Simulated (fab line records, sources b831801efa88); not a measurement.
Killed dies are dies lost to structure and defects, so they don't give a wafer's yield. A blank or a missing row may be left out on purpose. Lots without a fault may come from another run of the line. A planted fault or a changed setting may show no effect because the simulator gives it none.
fab line records | flow sky130
record lots=12 wafers=36 last_day=50
route steps=708 shown METAL1@451 VIA1@471 METAL2@494 PAD_OPEN@708
lots that met no fault: from a run of the same line without faults
start_h: hours from the record's first day to the start of the lot's first wafer shown | wait_h: hours since the lot's step before | " the same as in the row above | L1.1+2: a row that stands for several wafers | - no value, or no start given | * or withheld: withheld | < > ~ a bound
route shown NAME@n: a module of which the file shows steps, and the number in the route of the first | usual: mean/standard deviation of fault-free wafers | same: alike in all rows | chamber/n: place in a boat | sites: the reading at each site | _std_site: their standard deviation | _edge_site: outer sites' mean less inner sites' | radius_mm: how far each site lies from the wafer's centre | mask NAME#n: copy n | behind: the tool/chamber that last shaped the wafer | hold: why the lot was held/for how many hours/how that ended | device: the transistor (n, p or np) that didn't switch | end of line: the same wafers' tests at the end of the route | a step without rows: its recipe alone | killed: dies lost to structure and defects at the first sort, not the wafer's yield | map: a wafer's dies, x killed, . not, _ none there
set.NAME: the setting as run; set.NAME@STEP: as run at that earlier step | model.NAME: the simulator's own value behind a step, which no gauge read
steps of the route over a sample of lots; a table a step, a row a wafer
services: from which hour (start_h, from the record's first day; less than 0 if before it) a tool's chamber was out of use, for how many hours, and why
## steps
# step SKY_METAL1_DESCUM_17
# recipe chemistry=O2 source_power_w=150 bias_power_w=0 pressure_mtorr=10 temp_c=40 time_s=8
# usual drypump_motor_current_A=5.84/0.28 oes_product_au=1.003/0.0087
# columns lot.wafer tool chamber start_h wait_h drypump_motor_current_A oes_product_au rf_hours_counter_h
L351.1 rie_metal-04 1 759.26 0.0 5.94 1.007 14
L351.5 " 1 " " 5.95 1.002 -
L351.6 " 1 " " 5.95 1.005 -
L353.3 rie_metal-04 0 778.83 0.0 5.93 0.994 -
L353.4 " 1 " " 5.92 1.001 -
L353.6 " 1 " " 5.95 1.007 -
L357.2 rie_metal-03 0 821.01 0.0 5.98 1.001 0
L357.3 " 1 " " 5.84 1.013 -
L357.6 " 1 " " 5.83 1.018 -
L361.2 rie_metal-01 0 831.86 0.0 5.10 1.003 4
L361.3 " 1 " " 6.00 1.011 -
L361.5 " 0 " " 5.11 1.009 -
L362.3 rie_metal-04 1 841.23 0.0 5.94 1.009 -
L362.5 " 1 " " 5.92 1.005 -
L362.6 " 0 " " 5.95 0.988 -
L363.3 rie_metal-04 0 848.68 0.0 5.97 1.005 -
L363.5 " 1 " " 5.95 1.018 -
L363.6 " 0 " " 5.96 1.000 -
L366.1 rie_metal-04 0 870.41 0.0 5.95 1.005 7
L366.3 " 1 " " 5.95 1.009 -
L366.5 " 0 " " 5.97 1.002 -
L367.1 rie_metal-04 1 907.56 0.0 5.91 0.999 0
L367.2 " 0 " " 5.97 0.986 10
L367.3 " 1 " " 5.93 1.000 -
L371.1 rie_metal-03 0 912.20 0.0 5.98 0.995 5
L371.4 " 0 " " 6.00 0.991 -
L371.5 " 1 " " 5.82 1.009 -
L372.3 rie_metal-03 0 918.32 0.0 6.00 0.995 -
L372.4 " 1 " " 5.81 1.022 -
L372.6 " 0 " " 6.00 0.992 -
L373.4 rie_metal-01 0 922.02 0.0 5.10 1.000 -
L373.5 " 0 " " 5.09 1.003 -
L373.6 " 1 " " 5.99 0.995 -
L374.2 rie_metal-01 0 929.81 0.0 5.12 0.999 10
L374.3 " 1 " " 5.98 0.999 -
L374.4 " 0 " " 5.14 1.003 -
# step SKY_VIA1_OVL_MEAS_13
# usual VIA1_OVL=0/4.7
# columns lot.wafer tool chamber start_h wait_h VIA1_OVL[nm]
L351.1 overlay-01 - 787.54 0.1 5
L351.5 " - " " 5
L351.6 " - " " 8
L353.3 overlay-02 - 806.00 0.1 7
L353.4 " - " " 8
L353.6 " - " " 5
L357.2 overlay-01 - 848.29 0.1 -3
L357.3 " - " " 1
L357.6 " - " " -4
L361.2 overlay-02 - 859.14 0.1 -1
L361.3 " - " " -6
L361.5 " - " " -7
L362.3 overlay-02 - 868.25 0.1 -4
L362.5 " - " " -5
L362.6 " - " " -3
L363.3 overlay-02 - 876.20 0.1 0
L363.5 " - " " -7
L363.6 " - " " -6
L366.1 overlay-01 - 897.67 0.1 5
L366.3 " - " " 5
L366.5 " - " " -5
L367.1 overlay-02 - 932.74 0.1 -3
L367.2 " - " " 1
L367.3 " - " " 6
L371.1 overlay-01 - 939.23 0.1 -2
L371.4 " - " " 1
L371.5 " - " " 2
L372.3 overlay-01 - 943.85 0.1 0
L372.4 " - " " -3
L372.6 " - " " 1
L373.4 overlay-01 - 948.89 0.1 -4
L373.5 " - " " -3
L373.6 " - " " 6
L374.2 overlay-01 - 955.65 0.1 1
L374.3 " - " " -3
L374.4 " - " " 0
# step SKY_VIA1_ETCH_14
# recipe chemistry=N2/H2 target=BARC ion_energy_ev=200 source_w=500 bias_w=100 pressure_mtorr=30 n2_flow_sccm=100 h2_flow_sccm=200 stop_on=SiO2 time_s=45.9 target_depth_a=600
# usual bias_w=99.98/0.28 drypump_motor_current_A=5.4/0.32 oes_product_au=0.854/0.0043 throttle_valve_pct=13.224/0.01
# columns lot.wafer tool chamber start_h wait_h bias_w drypump_motor_current_A oes_product_au rf_hours_counter_h throttle_valve_pct
L351.1 rie_diel-03 0 787.58 0.0 100.27 5.4 0.859 12 13.218
L351.5 " 3 " " 99.40 4.9 0.859 - 13.243
L351.6 " 2 " " 99.88 5.2 0.864 - 13.234
L353.3 rie_diel-01 1 806.02 0.0 100.02 5.8 0.850 6 13.222
L353.4 " 2 " " 100.16 4.9 0.857 11 13.231
L353.6 " 3 " " 99.71 5.5 0.843 - 13.229
L357.2 rie_diel-03 2 848.32 0.0 99.45 5.3 0.859 17 13.233
L357.3 " 0 " " 99.69 5.5 0.857 14 13.230
L357.6 " 1 " " 99.76 5.4 0.856 - 13.221
L361.2 rie_diel-01 3 859.17 0.0 100.11 5.5 0.857 2 13.210
L361.3 " 2 " " 100.49 4.9 0.848 13 13.226
L361.5 " 0 " " 100.33 5.4 0.856 - 13.213
L362.3 rie_diel-03 1 868.28 0.0 100.16 5.4 0.850 10 13.209
L362.5 " 1 " " 99.88 5.4 0.851 - 13.229
L362.6 " 2 " " 99.78 5.3 0.859 - 13.218
L363.3 rie_diel-03 2 876.22 0.0 100.20 5.2 0.852 18 13.216
L363.5 " 2 " " 100.34 5.3 0.857 - 13.215
L363.6 " 3 " " 100.04 5.0 0.856 - 13.232
L366.1 rie_diel-01 3 897.71 0.0 100.06 5.5 0.859 2 13.218
L366.3 " 0 " " 99.95 5.4 0.842 10 13.207
L366.5 " 1 " " 100.42 5.8 0.856 - 13.229
L367.1 rie_diel-03 2 932.78 0.0 99.89 5.2 0.848 20 13.219
L367.2 " 1 " " 100.27 5.4 0.848 12 13.222
L367.3 " 3 " " 100.33 5.0 0.847 9 13.206
L371.1 rie_diel-03 1 939.27 0.0 100.06 5.4 0.858 12 13.204
L371.4 " 0 " " 100.04 5.4 0.854 17 13.208
L371.5 " 2 " " 100.10 5.3 0.851 - 13.231
L372.3 rie_diel-01 3 943.87 0.0 100.04 5.5 0.848 3 13.210
L372.4 " 2 " " 100.09 4.9 0.856 14 13.232
L372.6 " 3 " " 99.70 5.5 0.858 - 13.220
L373.4 rie_diel-04 3 948.91 0.0 99.58 6.1 0.853 13 13.219
L373.5 " 1 " " 100.27 6.0 0.855 - 13.221
L373.6 " 2 " " 99.83 5.0 0.856 - 13.223
L374.2 rie_diel-01 0 955.68 0.0 99.89 5.4 0.853 12 13.240
L374.3 " 3 " " 100.52 5.5 0.859 4 13.225
L374.4 " 1 " " 100.68 5.8 0.859 9 13.219
# step SKY_METAL2_SOFTBAKE_11
# recipe temp_c=100 time_s=90 resist=KrF-thick
# usual run_length_s=119.06/0.23
# columns lot.wafer tool chamber start_h wait_h run_length_s
L351.1 litho_track-02 0 802 - 118.65
L351.5 " 0 " " 118.54
L351.6 " 0 " " 118.61
L353.3 litho_track-03 0 820 - 119.33
L353.4 " 0 " " 119.17
L353.6 " 0 " " 119.13
L357.2 litho_track-01 0 862 - 119.21
L357.3 " 0 " " 119.23
L357.6 " 0 " " 119.01
L361.2 litho_track-01 0 874 - 119.18
L361.3 " 0 " " 119.28
L361.5 " 0 " " 119.05
L362.3 litho_track-03 0 882 - 129.65
L362.5 " 0 " " 129.82
L362.6 " 0 " " 129.69
L363.3 litho_track-03 0 889 - 129.70
L363.5 " 0 " " 129.63
L363.6 " 0 " " 129.85
L366.1 litho_track-01 0 912 - 119.36
L366.3 " 0 " " 119.01
L366.5 " 0 " " 119.17
L367.1 litho_track-01 0 946 - 119.28
L367.2 " 0 " " 119.11
L367.3 " 0 " " 119.13
L371.1 litho_track-01 0 953 - 119.38
L371.4 " 0 " " 119.06
L371.5 " 0 " " 119.04
L372.3 litho_track-01 0 957 - 119.09
L372.4 " 0 " " 119.11
L372.6 " 0 " " 119.03
L373.4 litho_track-02 0 962 - 118.87
L373.5 " 0 " " 118.63
L373.6 " 0 " " 118.60
L374.2 litho_track-02 0 969 - 118.65
L374.3 " 0 " " 118.78
L374.4 " 0 " " 118.67
# step SKY_PAD_OPEN_PROBE_99
# usual defect_limited_yield=82.1/1.7 killed_at_M0_to_M3=44/6.4 killed_at_M4_up=3.0/1.8 killed_at_contacts=24/5 killed_at_front_end=16/4.3 killed_at_other=0.4/0.76 killed_dies=88/8.6 killed_open=47/7.2 killed_short=40/5.5 sort_bin_3_pad_short=0.9/0.44 sort_bin_5_function=10.6/1.5 sort_bin_6_memory=6.4/1.2 sort_n_pass=404/8.6 sort_yield_pct=82.1/1.7
# same gross_dies=492 killed_at_back_side=0 sort_bin_4_leakage[%]=0 sort_bin_8_speed[%]=0
# columns lot.wafer tool chamber start_h wait_h defect_limited_yield[%] killed_at_M0_to_M3 killed_at_M4_up killed_at_contacts killed_at_front_end killed_at_other killed_dies killed_open killed_short sort_bin_3_pad_short[%] sort_bin_5_function[%] sort_bin_6_memory[%] sort_n_pass sort_yield_pct[%]
L361.2 prober-01 - 1126.75 0.1 82.5 47 5 29 5 0 86 44 42 1.4 9.3 6.7 406 82.5
L361.3 prober-01 - 1126.80 0.2 79.3 46 2 38 16 0 102 64 38 1.4 11.6 7.7 390 79.3
L361.5 prober-01 - 1126.90 0.2 79.5 48 6 34 13 0 101 58 43 1.2 14.6 4.7 391 79.5
L362.3 prober-02 - 1134.31 0.2 84.1 39 1 14 24 0 78 35 43 0.8 6.7 8.3 414 84.1
L362.5 prober-02 - 1134.41 0.2 80.7 50 3 21 21 0 95 46 47 1.2 12.8 5.3 397 80.7
L362.6 prober-02 - 1134.46 0.2 81.5 47 2 26 15 1 91 46 45 0.4 13.2 4.9 401 81.5
L366.1 prober-02 - 1154.07 0.1 78.7 45 4 37 19 0 105 61 43 1.2 11.6 8.5 387 78.7
L366.3 prober-02 - 1154.17 0.2 80.9 43 1 31 19 0 94 45 48 0.4 11.6 7.1 398 80.9
L366.5 prober-02 - 1154.27 0.2 79.3 53 3 31 15 0 102 59 41 1.0 11.0 8.7 390 79.3
# killed by level:class
L361.2 VIA1:geometric_particle:open=12 CONTACT:geometric_particle:open=11 METAL2:geometric_particle:short=9 CONTACT:geometric_particle:short=7 LI_CONTACT:geometric_particle:open=6 VIA3:geometric_particle:open=6 METAL4:geometric_particle:short=5 METAL3:geometric_particle:short=5
L361.3 CONTACT:geometric_particle:open=17 VIA1:geometric_particle:open=13 LI_CONTACT:geometric_particle:open=10 METAL1:geometric_particle:short=7 VIA2:geometric_particle:open=6 FIELD_ISO:geometric_particle:short=5 CONTACT:geometric_particle:short=5 LOCAL_INTERCONNECT:geometric_particle:short=4
L361.5 CONTACT:geometric_particle:open=13 VIA1:geometric_particle:open=13 LI_CONTACT:geometric_particle:open=8 METAL3:geometric_particle:short=6 FIELD_ISO:geometric_particle:open=5 LOCAL_INTERCONNECT:geometric_particle:short=5 VIA3:geometric_particle:open=5 VIA1:geometric_particle:short=5
L362.3 METAL1:geometric_particle:short=9 POLY_GATE:geometric_particle:short=7 VIA1:geometric_particle:open=7 FIELD_ISO:geometric_particle:short=6 METAL2:geometric_particle:short=6 LI_CONTACT:geometric_particle:open=5 FIELD_ISO:geometric_particle:open=4 VIA2:geometric_particle:open=4
L362.5 VIA1:geometric_particle:open=11 METAL2:geometric_particle:short=8 VIA3:geometric_particle:open=8 FIELD_ISO:geometric_particle:short=7 CONTACT:geometric_particle:open=7 VIA2:geometric_particle:open=5 POLY_GATE:geometric_particle:open=5 LOCAL_INTERCONNECT:geometric_particle:short=5
L362.6 VIA1:geometric_particle:open=14 METAL2:geometric_particle:short=9 LI_CONTACT:geometric_particle:open=7 LOCAL_INTERCONNECT:geometric_particle:short=7 CONTACT:geometric_particle:open=6 FIELD_ISO:geometric_particle:open=4 FIELD_ISO:geometric_particle:short=4 METAL1:geometric_particle:short=4
L366.1 CONTACT:geometric_particle:open=18 LI_CONTACT:geometric_particle:open=10 VIA1:geometric_particle:open=10 VIA1:geometric_particle:short=7 FIELD_ISO:geometric_particle:open=6 METAL2:geometric_particle:short=6 VIA2:geometric_particle:open=5 CONTACT:geometric_particle:short=4
L366.3 VIA1:geometric_particle:open=10 CONTACT:geometric_particle:open=9 LI_CONTACT:geometric_particle:open=7 CONTACT:geometric_particle:short=7 VIA1:geometric_particle:short=7 VIA3:geometric_particle:open=6 METAL1:geometric_particle:short=5 FIELD_ISO:geometric_particle:open=4
L366.5 CONTACT:geometric_particle:open=16 VIA1:geometric_particle:open=13 LI_CONTACT:geometric_particle:open=8 VIA1:geometric_particle:short=7 VIA2:geometric_particle:open=7 FIELD_ISO:geometric_particle:open=5 CONTACT:geometric_particle:short=5 VIA3:geometric_particle:short=5
## services
# columns tool chamber start_h hours kind
rie_metal-04 0 736.31 27.9 repair
rie_diel-01 - 745.83 15.6 pm
rie_diel-03 1 782.40 21.7 repair
rie_diel-04 3 824.00 11.3 repair
rie_diel-04 0 828.41 5.4 repair
rie_diel-04 1 828.77 6.9 repair
rie_metal-04 - 834.19 1.8 repair
rie_diel-04 2 834.22 7.9 repair
rie_metal-04 0 835.49 5.0 repair
rie_diel-04 1 847.74 14.6 repair
rie_diel-01 - 849.51 0.2 repair
rie_metal-04 - 850.96 14.6 pm
rie_metal-03 1 859.73 4.3 repair
rie_diel-01 - 865.89 28.6 repair
rie_metal-03 - 884.77 4.0 pm
rie_metal-04 1 884.95 - clean
rie_metal-04 1 884.95 13.9 scheduled_down
rie_metal-04 1 884.95 13.9 vent_cycle
rie_diel-04 2 905.08 8.6 repair
rie_metal-04 - 914.62 5.7 repair
rie_diel-04 0 918.25 3.0 repair
rie_diel-03 2 922.96 3.8 repair
rie_metal-01 - 942.61 0.2 repair
rie_diel-01 1 965.47 10.7 repair
## key
first_sign step=SKY_METAL2_SOFTBAKE_11 reading=run_length_s direction=up sigmas=46 usual=* struck=*
effect none on later readings
met_at SKY_METAL2_SOFTBAKE_11
struck_lots L362,L363
not_acting_at SKY_METAL1_DESCUM_17,SKY_VIA1_OVL_MEAS_13,SKY_VIA1_ETCH_14
onset_between 820 882
fault kind=process_parameter_drift tool=litho_track-03 chamber=- onset_h=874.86 steps=SKY_METAL2_SOFTBAKE_11 channel=time_s offset=* shape=step end_h=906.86 acts_in=* stated=*
